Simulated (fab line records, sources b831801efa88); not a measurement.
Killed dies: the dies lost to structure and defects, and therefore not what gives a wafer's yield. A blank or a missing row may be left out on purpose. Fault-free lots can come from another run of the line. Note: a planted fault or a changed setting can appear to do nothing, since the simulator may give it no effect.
fab line records    flow sky130
[record] lots = 12  wafers = 36  last-day = 50
route steps=708 shown DNWELL@43 VIA2@510 METAL3@532 VIA3@589 PAD_OPEN@708
lots with no fault: from the same line, run without faults
start-h: hours from the record's first day to the start of the lot's first wafer shown    wait-h: hours from the lot's prior step to this one    " the same as in the row above    L1.1+2: several wafers, shown together as one row    - no value, or no start given    * or withheld: withheld    < > ~ a bound
route shown NAME@n: NAME is a module with steps in the file, n the number in the route of the first one    usual: mean and standard deviation over wafers with no fault    same: alike in all rows    chamber/n: place in a boat    sites: each site's reading    _std_site: the standard deviation of these    _edge_site: the outer-site mean with the inner-site mean subtracted    radius-mm: for every site, how far away it sits from the centre of the wafer    mask NAME#n: copy n    behind: the tool/chamber that last shaped the wafer    hold: cause of the lot's hold/its duration in hours/its outcome    device: whichever transistor did not switch (one of n, p or np)    end of line: tests run on the same wafers once the route is complete    a step given without rows: its recipe and nothing more    killed: at the first sort, the dies lost to defects and structure; wafer yield is something else    map: the dies of a wafer, with x for killed, . for not killed, _ for no die there
set.NAME: setting as actually run; set.NAME@STEP: the setting as run at that earlier step    model.NAME: the simulator's own value behind a step, which no gauge read
a sample of lots followed through the steps of the route, with each step as a table and each wafer as a row
services: a tool's chamber out of use, with start hour (start-h, from the record's first day; less than 0 if before it), hours out, and reason
[[steps]]
[step SKY_DNWELL_STRIP_08]
[recipe] chemistry = O2/N2  power-w = 1400  pressure-mtorr = 1500  platen-temp-c = withheld  o2-flow-sccm = 3000  n2-flow-sccm = 300  overash-fraction = 0.5
[usual] drypump-motor-current-A = 5.7/0.45  oes-product-au = 0.723/0.0046  strip-time-to-endpoint-s = 36.94/0.11
lot.wafer  tool             chamber  start-h  wait-h  drypump-motor-current-A  oes-product-au  rf-hours-counter-h  strip-time-to-endpoint-s
L746.1     plasma-asher-04  0        49.14    0.1     6.1                      0.719           24                  37.08
L746.2     "                1        "        "       6.1                      0.727           24                  37.12
L746.4     "                1        "        "       6.1                      0.716           -                   37.01
L747.1     plasma-asher-04  1        62.49    0.1     6.1                      0.721           25                  36.73
L747.3     "                1        "        "       6.1                      0.719           -                   36.88
L747.6     "                1        "        "       6.2                      0.725           -                   36.87
L749.1     plasma-asher-03  1        78.13    0.1     5.9                      0.722           39                  37.15
L749.4     "                1        "        "       6.0                      0.725           -                   37.01
L749.5     "                0        "        "       5.3                      0.725           -                   37.04
L752.1     plasma-asher-01  1        97.34    0.1     5.0                      0.714           42                  37.02
L752.4     "                1        "        "       5.0                      0.725           -                   36.95
L752.6     "                1        "        "       4.9                      0.719           -                   37.09
L753.1     plasma-asher-01  1        103.28   0.1     5.0                      0.713           42                  37.04
L753.2     "                0        "        "       5.7                      0.727           42                  36.98
L753.5     "                0        "        "       5.8                      0.721           -                   37.02
L758.1     plasma-asher-01  1        119.53   0.1     4.9                      0.721           44                  37.03
L758.4     "                1        "        "       4.9                      0.722           -                   37.02
L758.6     "                1        "        "       5.0                      0.723           -                   36.94
L759.1     plasma-asher-04  1        124.83   0.1     6.2                      0.724           31                  36.85
L759.4     "                1        "        "       6.2                      0.722           -                   36.86
L759.6     "                0        "        "       6.1                      0.716           -                   36.89
L760.1     plasma-asher-01  1        130.49   0.1     4.9                      0.726           45                  36.97
L760.2     "                0        "        "       5.7                      0.722           45                  36.88
L760.6     "                0        "        "       5.7                      0.737           -                   36.91
L761.1     plasma-asher-01  1        135.48   0.1     4.9                      0.721           45                  36.92
L761.4     "                0        "        "       5.7                      0.716           -                   36.82
L761.6     "                1        "        "       4.9                      0.729           -                   36.83
L763.2     plasma-asher-01  0        145.88   0.1     5.7                      0.713           46                  36.89
L763.4     "                0        "        "       5.8                      0.725           -                   36.97
L763.5     "                0        "        "       5.8                      0.717           -                   37.02
L764.3     plasma-asher-01  1        149.02   0.1     4.9                      0.733           -                   37.01
L764.4     "                0        "        "       5.7                      0.720           -                   36.90
L764.6     "                1        "        "       4.9                      0.720           -                   37.03
L766.1     plasma-asher-01  0        160.98   0.1     5.7                      0.723           48                  37.09
L766.3     "                0        "        "       5.7                      0.725           -                   37.11
L766.4     "                1        "        "       4.9                      0.728           -                   37.02
[step SKY_VIA2_BOW_MEAS_03]
[recipe] mode = bow
[usual] VIA2_BOW = 88/8
lot.wafer  tool           chamber  start-h  wait-h  VIA2_BOW[um]
L746.1     film-metro-04  -        806.72   0.2     84
L746.2     "              -        "        "       84
L746.4     "              -        "        "       82
L747.1     film-metro-02  -        829.99   0.2     91
L747.3     "              -        "        "       91
L747.6     "              -        "        "       80
L749.1     film-metro-04  -        856.50   0.2     87
L749.4     "              -        "        "       94
L749.5     "              -        "        "       94
L752.1     film-metro-04  -        891.15   0.2     93
L752.4     "              -        "        "       84
L752.6     "              -        "        "       87
L753.1     film-metro-03  -        896.28   0.1     92
L753.2     "              -        "        "       80
L753.5     "              -        "        "       81
L759.1     film-metro-03  -        938.78   0.1     65
L759.4     "              -        "        "       77
L759.6     "              -        "        "       82
L758.1     film-metro-04  -        941.13   0.2     83
L758.4     "              -        "        "       87
L758.6     "              -        "        "       77
L760.1     film-metro-03  -        943.38   0.1     91
L760.2     "              -        "        "       88
L760.6     "              -        "        "       74
L761.1     film-metro-03  -        946.52   0.2     93
L761.4     "              -        "        "       98
L761.6     "              -        "        "       85
L763.2     film-metro-02  -        946.86   0.2     101
L763.4     "              -        "        "       84
L763.5     "              -        "        "       91
L764.3     film-metro-02  -        950.08   0.2     77
L764.4     "              -        "        "       80
L764.6     "              -        "        "       88
L766.1     film-metro-03  -        972.38   0.2     95
L766.3     "              -        "        "       87
L766.4     "              -        "        "       93
[step SKY_METAL3_SPUTTER_00]
[recipe] material = Ti  target-thk-nm = 15  power-w = 3000  time-s = 10  chamber-pressure-pa = 0.3936
[usual] cathode-dc-power-W = 3000.0/0.58  throttle-valve-pct = 29.8/1.2
lot.wafer  tool            chamber  start-h  wait-h  cathode-dc-power-W  throttle-valve-pct
L746.1     pvd-sputter-01  -        835.23   0.2     3000.3              31.3
L746.2     "               -        "        "       2999.4              30.2
L746.4     "               -        "        "       2999.4              28.5
L747.1     pvd-sputter-03  -        858.22   0.1     3000.6              30.7
L747.3     "               -        "        "       2999.2              29.0
L747.6     "               -        "        "       3000.3              27.6
L749.1     pvd-sputter-03  -        884.12   0.1     2999.4              30.5
L749.4     "               -        "        "       3000.8              27.5
L749.5     "               -        "        "       2999.8              30.8
L752.1     pvd-sputter-02  -        918.25   0.1     2999.8              29.0
L752.4     "               -        "        "       2999.1              29.6
L752.6     "               -        "        "       3000.4              31.3
L753.1     pvd-sputter-01  -        923.05   0.2     2999.9              30.2
L753.2     "               -        "        "       3000.4              31.5
L753.5     "               -        "        "       3000.6              28.2
L759.1     pvd-sputter-02  -        964.91   0.1     2999.7              30.3
L759.4     "               -        "        "       3000.2              29.1
L759.6     "               -        "        "       3000.7              28.9
L758.1     pvd-sputter-01  -        966.96   0.2     3001.1              31.3
L758.4     "               -        "        "       2999.0              28.3
L758.6     "               -        "        "       2999.9              28.5
L760.1     pvd-sputter-01  -        969.53   0.2     2999.8              28.4
L760.2     "               -        "        "       3000.0              30.2
L760.6     "               -        "        "       3000.8              28.4
L761.1     pvd-sputter-02  -        972.35   0.1     3000.7              31.4
L761.4     "               -        "        "       2999.7              29.1
L761.6     "               -        "        "       3000.6              30.6
L763.2     pvd-sputter-01  -        972.65   0.2     2999.2              30.1
L763.4     "               -        "        "       2999.6              28.3
L763.5     "               -        "        "       3000.3              31.3
L764.3     pvd-sputter-02  -        975.51   0.1     2999.6              29.1
L764.4     "               -        "        "       2999.5              29.5
L764.6     "               -        "        "       2998.9              29.1
L766.1     pvd-sputter-02  -        997.61   0.2     2999.3              31.4
L766.3     "               -        "        "       3000.6              29.0
L766.4     "               -        "        "       3000.3              29.5
[step SKY_VIA3_STRIP_16]
[recipe] chemistry = O2/N2  power-w = 1400  pressure-mtorr = 1500  platen-temp-c = withheld  o2-flow-sccm = 3000  n2-flow-sccm = 300  overash-fraction = 0.5
[usual] drypump-motor-current-A = 5.6/0.48  oes-product-au = 0.402/0.0047  strip-time-to-endpoint-s = 4.132/0.023
lot.wafer  tool             chamber  start-h  wait-h  drypump-motor-current-A  oes-product-au  rf-hours-counter-h  strip-time-to-endpoint-s
L746.1     plasma-asher-04  0        914.99   0.0     6.1                      0.403           108                 4.138
L746.2     "                1        "        "       6.1                      0.404           108                 4.127
L746.4     "                1        "        "       6.2                      0.410           -                   4.185
L747.1     plasma-asher-04  0        937.07   0.0     6.1                      0.404           110                 4.177
L747.3     "                0        "        "       6.1                      0.405           -                   4.181
L747.6     "                0        "        "       6.1                      0.409           -                   4.166
L749.1     plasma-asher-01  0        960.87   0.0     5.7                      0.400           22                  4.107
L749.4     "                0        "        "       5.7                      0.407           -                   4.135
L749.5     "                1        "        "       4.9                      0.392           -                   4.101
L752.1     plasma-asher-02  0        992.87   0.0     5.1                      0.399           52                  4.125
L752.4     "                1        "        "       5.4                      0.398           -                   4.082
L752.6     "                0        "        "       5.1                      0.404           -                   4.127
L753.1     plasma-asher-02  1        997.54   0.0     5.4                      0.396           52                  4.144
L753.2     "                0        "        "       5.1                      0.405           52                  4.145
L753.5     "                0        "        "       5.1                      0.399           -                   4.129
L759.1     plasma-asher-04  1        1036.29  0.0     6.2                      0.416           122                 4.139
L759.4     "                0        "        "       6.2                      0.404           -                   4.125
L759.6     "                0        "        "       6.1                      0.405           -                   4.119
L758.1     plasma-asher-01  1        1037.44  0.0     5.0                      0.402           31                  4.080
L758.4     "                0        "        "       5.8                      0.412           -                   4.123
L758.6     "                1        "        "       4.9                      0.400           -                   4.097
L760.1     plasma-asher-01  1        1041.92  0.0     4.9                      0.398           32                  4.099
L760.2     "                0        "        "       5.7                      0.399           32                  4.137
L760.6     "                1        "        "       4.9                      0.406           -                   4.151
L761.1     plasma-asher-01  0        1045.29  0.0     5.8                      0.402           32                  4.104
L761.4     "                0        "        "       5.7                      0.400           -                   4.110
L761.6     "                0        "        "       5.8                      0.396           -                   4.144
L763.2     plasma-asher-02  1        1045.32  0.0     5.4                      0.403           56                  4.113
L763.4     "                0        "        "       5.1                      0.403           -                   4.147
L763.5     "                1        "        "       5.3                      0.405           -                   4.146
L764.3     plasma-asher-02  1        1047.46  0.1     5.4                      0.399           -                   4.115
L764.4     "                0        "        "       5.1                      0.396           -                   4.090
L764.6     "                1        "        "       5.4                      0.394           -                   4.131
L766.1     plasma-asher-04  0        1067.79  0.0     6.1                      0.404           0                   4.102
L766.3     "                1        "        "       6.1                      0.400           -                   4.111
L766.4     "                0        "        "       6.1                      0.405           -                   4.113
[step SKY_PAD_OPEN_PROBE_99]
[usual] killed_at_M0_to_M3 = 44/7.4  killed_at_M4_up = 3.2/2  killed-at-contacts = 24/5.1  killed-at-front-end = 15/4.8  killed-at-other = 0.2/0.46  killed-dies = 86/10  killed-open = 47/7.5  killed-short = 39/7
[same] gross-dies = 492  killed-at-back-side = 0
lot.wafer  tool       chamber  start-h  wait-h  killed_at_M0_to_M3  killed_at_M4_up  killed-at-contacts  killed-at-front-end  killed-at-other  killed-dies  killed-open  killed-short
L764.3     prober-01  -        1174.82  0.2     56                  2                21                  41                   0                120          55           36
L764.4     prober-01  -        1174.87  0.2     60                  5                26                  43                   0                134          68           40
L764.6     prober-01  -        1174.97  0.2     47                  2                22                  41                   0                112          49           35
L766.1     prober-01  -        1190.17  0.1     35                  3                21                  33                   0                92           44           28
L766.3     prober-01  -        1190.27  0.2     49                  1                14                  34                   0                98           42           33
L766.4     prober-01  -        1190.32  0.2     50                  2                18                  38                   0                108          43           39
// killed by level:class
L764.3 DNWELL:unspecified=29 VIA1:geometric-particle:open=14 CONTACT:geometric-particle:open=10 VIA3:geometric-particle:open=7 VIA2:geometric-particle:open=6 LI_CONTACT:geometric-particle:open=5 METAL1:geometric-particle:short=5 METAL2:geometric-particle:short=5
L764.4 DNWELL:unspecified=26 VIA1:geometric-particle:open=23 VIA2:geometric-particle:open=10 CONTACT:geometric-particle:open=10 METAL2:geometric-particle:short=6 VIA3:geometric-particle:open=6 LI_CONTACT:geometric-particle:open=5 METAL4:geometric-particle:short=5
L764.6 DNWELL:unspecified=28 VIA1:geometric-particle:open=16 CONTACT:geometric-particle:open=8 VIA2:geometric-particle:open=7 LI_CONTACT:geometric-particle:open=7 VIA1:geometric-particle:short=7 METAL2:geometric-particle:short=4 POLY_GATE:geometric-particle:short=3
L766.1 DNWELL:unspecified=20 VIA1:geometric-particle:open=11 LI_CONTACT:geometric-particle:open=7 CONTACT:geometric-particle:open=7 VIA3:geometric-particle:open=5 CONTACT:geometric-particle:short=4 VIA1:geometric-particle:short=4 FIELD_ISO:geometric-particle:open=3
L766.3 DNWELL:unspecified=23 VIA1:geometric-particle:open=11 VIA3:geometric-particle:open=10 VIA1:geometric-particle:short=6 METAL3:geometric-particle:short=5 CONTACT:geometric-particle:open=5 FIELD_ISO:geometric-particle:open=4 LI_CONTACT:geometric-particle:open=4
L766.4 DNWELL:unspecified=26 VIA3:geometric-particle:open=10 CONTACT:geometric-particle:open=7 METAL1:geometric-particle:short=7 VIA1:geometric-particle:short=7 VIA1:geometric-particle:open=6 VIA3:geometric-particle:short=6 LI_CONTACT:geometric-particle:open=5
[[services]]
tool             chamber  start-h  hours  kind
pvd-sputter-02   -        49.10    0.7    repair
pvd-sputter-02   -        69.10    9.8    repair
plasma-asher-01  -        79.77    2.8    pm
pvd-sputter-01   -        93.61    2.8    repair
plasma-asher-01  -        137.26   1.7    repair
pvd-sputter-02   -        157.94   11.1   repair
plasma-asher-01  -        244.93   0.5    repair
plasma-asher-04  -        250.25   0.4    repair
plasma-asher-01  -        252.68   9.1    repair
pvd-sputter-02   -        315.61   2.1    repair
plasma-asher-01  -        346.97   1.5    repair
pvd-sputter-02   -        403.87   2.1    repair
pvd-sputter-02   -        440.46   1.2    repair
pvd-sputter-01   -        443.27   0.6    repair
pvd-sputter-02   -        529.38   1.3    repair
plasma-asher-04  -        563.93   1.2    repair
pvd-sputter-01   -        668.58   0.7    repair
pvd-sputter-01   -        729.11   5.1    repair
plasma-asher-01  -        733.75   9.0    pm
plasma-asher-04  -        791.32   0.8    repair
pvd-sputter-02   -        798.21   108.1  repair
plasma-asher-04  -        829.35   28.1   pm
plasma-asher-04  -        899.44   2.8    pm
plasma-asher-04  -        1055.25  9.0    pm
[[key]]
[first-sign] step = SKY_PAD_OPEN_PROBE_99  reading = killed-at-front-end  direction = up  sigmas = 4.8  usual = 15  struck = 38
[effect] step = SKY_PAD_OPEN_PROBE_99  reading = killed-dies  direction = up  sigmas = 2.4  usual = 86  struck = 111  wafers-moved = 4
met-at SKY_DNWELL_STRIP_08
struck-lots L764,L766
tester-left-out L764,L766
not-acting-at SKY_VIA2_BOW_MEAS_03,SKY_METAL3_SPUTTER_00,SKY_VIA3_STRIP_16
onset-between 145.88 149.02
also-fits time
[fault] kind = chamber-particle-source  tool = plasma-asher-01  chamber = -  onset-h = 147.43  steps = SKY_DNWELL_STRIP_08  rate-per-visit-cm2 = 0.56678  end-h = 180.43
// tester-left-out: of these lots the tester's yield and bins aren't shown, on N5 and GAA mostly nor the transistor test; their killed dies are dies lost to structure and defects alone, not to doping, threshold or leakage, so they don't give the yield
